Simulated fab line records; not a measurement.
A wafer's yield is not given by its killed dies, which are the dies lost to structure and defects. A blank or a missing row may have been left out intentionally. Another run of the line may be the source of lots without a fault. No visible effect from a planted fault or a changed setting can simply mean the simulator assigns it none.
The tool behind it: which one? :: flow gf180mcu :: 39 wafers sampled from 13 lots at 1 step of a route of 602

## WHAT THE GAUGES READ, wafer by wafer
The record holds no reading of a measuring or inspecting step that can be judged against a usual standard deviation.

## EACH LOT AND THE TOOL THAT RAN IT (in order: tool; ch and the chambers of the sampled wafers; start)
lot: L199
GF_HV_LDD_CVD_56: lpcvd-02 ch 1, day 12 18:06

lot: L200
GF_HV_LDD_CVD_56: lpcvd-01 ch 1, day 12 21:03

lot: L202
GF_HV_LDD_CVD_56: lpcvd-02 ch 1, day 13 13:50

lot: L203
GF_HV_LDD_CVD_56: lpcvd-01 ch 0, day 14 02:06

lot: L204
GF_HV_LDD_CVD_56: lpcvd-01 ch 1, day 14 10:48

lot: L206
GF_HV_LDD_CVD_56: lpcvd-01 ch 0, day 15 07:57

lot: L207
GF_HV_LDD_CVD_56: lpcvd-02 ch 1, day 15 12:47

lot: L208
GF_HV_LDD_CVD_56: lpcvd-01 ch 1, day 15 19:39

lot: L210
GF_HV_LDD_CVD_56: lpcvd-01 ch 0, day 16 15:21

lot: L212
GF_HV_LDD_CVD_56: lpcvd-02 ch 1, day 17 08:11

lot: L213
GF_HV_LDD_CVD_56: lpcvd-02 ch 1, day 17 15:14

lot: L220
GF_HV_LDD_CVD_56: lpcvd-02 ch 0, day 20 09:55

lot: L221
GF_HV_LDD_CVD_56: lpcvd-01 ch 0, day 20 10:29
- GF_HV_LDD_CVD_56: deposits Si3N4 from DCS/NH3, target thk 90 nm, time 1543 s.

## AS READ BY THE TOOLS THEMSELVES (means over the sampled wafers that have a number; for cases with no such wafer, the mark the record gives instead)
GF_HV_LDD_CVD_56.
lot: L199
tool: lpcvd-02
spike-tc-centre-C (C): 774.0
spike-tc-upper-C (C): 769.8
zone-power-centre-pct (%): 14.0
zone-power-upper-pct (%): 13.5

lot: L200
tool: lpcvd-01
spike-tc-centre-C (C): 770.7
spike-tc-upper-C (C): 769.5
zone-power-centre-pct (%): 14.9
zone-power-upper-pct (%): 12.3

lot: L202
tool: lpcvd-02
spike-tc-centre-C (C): 772.1
spike-tc-upper-C (C): 770.5
zone-power-centre-pct (%): 14.1
zone-power-upper-pct (%): 13.5

lot: L203
tool: lpcvd-01
spike-tc-centre-C (C): 773.4
spike-tc-upper-C (C): 769.3
zone-power-centre-pct (%): 13.7
zone-power-upper-pct (%): 13.1

lot: L204
tool: lpcvd-01
spike-tc-centre-C (C): 771.5
spike-tc-upper-C (C): 769.7
zone-power-centre-pct (%): 14.7
zone-power-upper-pct (%): 12.3

lot: L206
tool: lpcvd-01
spike-tc-centre-C (C): 770.7
spike-tc-upper-C (C): 769.5
zone-power-centre-pct (%): 13.6
zone-power-upper-pct (%): 13.2

lot: L207
tool: lpcvd-02
spike-tc-centre-C (C): 772.9
spike-tc-upper-C (C): 767.6
zone-power-centre-pct (%): 14.1
zone-power-upper-pct (%): 13.6

lot: L208
tool: lpcvd-01
spike-tc-centre-C (C): 770.9
spike-tc-upper-C (C): 771.2
zone-power-centre-pct (%): 14.8
zone-power-upper-pct (%): 12.2

lot: L210
tool: lpcvd-01
spike-tc-centre-C (C): 775.7
spike-tc-upper-C (C): 736.6
zone-power-centre-pct (%): 18.1
zone-power-upper-pct (%): 3.6

lot: L212
tool: lpcvd-02
spike-tc-centre-C (C): 773.2
spike-tc-upper-C (C): 768.3
zone-power-centre-pct (%): 14.0
zone-power-upper-pct (%): 13.5

lot: L213
tool: lpcvd-02
spike-tc-centre-C (C): 772.8
spike-tc-upper-C (C): 768.6
zone-power-centre-pct (%): 14.1
zone-power-upper-pct (%): 13.6

lot: L220
tool: lpcvd-02
spike-tc-centre-C (C): 769.6
spike-tc-upper-C (C): 768.5
zone-power-centre-pct (%): 14.9
zone-power-upper-pct (%): 14.9

lot: L221
tool: lpcvd-01
spike-tc-centre-C (C): 771.8
spike-tc-upper-C (C): 769.3
zone-power-centre-pct (%): 13.8
zone-power-upper-pct (%): 13.2

## THE ANSWER, worked out from the rows above alone
Rule: the lots themselves supply what counts as usual. Put in order of their means at a reading, lots are off if they are a third of the lots or fewer, leave a main group of 4 or more, and stand apart from it by a gap of 3 or more times the standard deviation of the main group's means; of several such gaps the widest counts. The tables above print the reading to a certain number of digits; a main group whose means all agree to those digits is not used. A lot without any number at a reading at which 4 lots or more have one is off too. All remaining lots with rows at the step are treated as sound. The gauges are gone through in route order, then the tools' own readings, and for those a lot's mean is taken as printed above. At the first step where some lot is off, the reading lying furthest off is the one used; lots without a number count as furthest.
Off, at GF_HV_LDD_CVD_56 on spike-tc-upper-C: L210. The main group has a mean of 769.3 C with a standard deviation of 0.94.
A tool fits if, at that step or a process step before it, it ran every lot that is off, and no sound lot after the first of them. Of those tried, none fits.

## WHAT WAS PUT IN BY THE SIMULATOR
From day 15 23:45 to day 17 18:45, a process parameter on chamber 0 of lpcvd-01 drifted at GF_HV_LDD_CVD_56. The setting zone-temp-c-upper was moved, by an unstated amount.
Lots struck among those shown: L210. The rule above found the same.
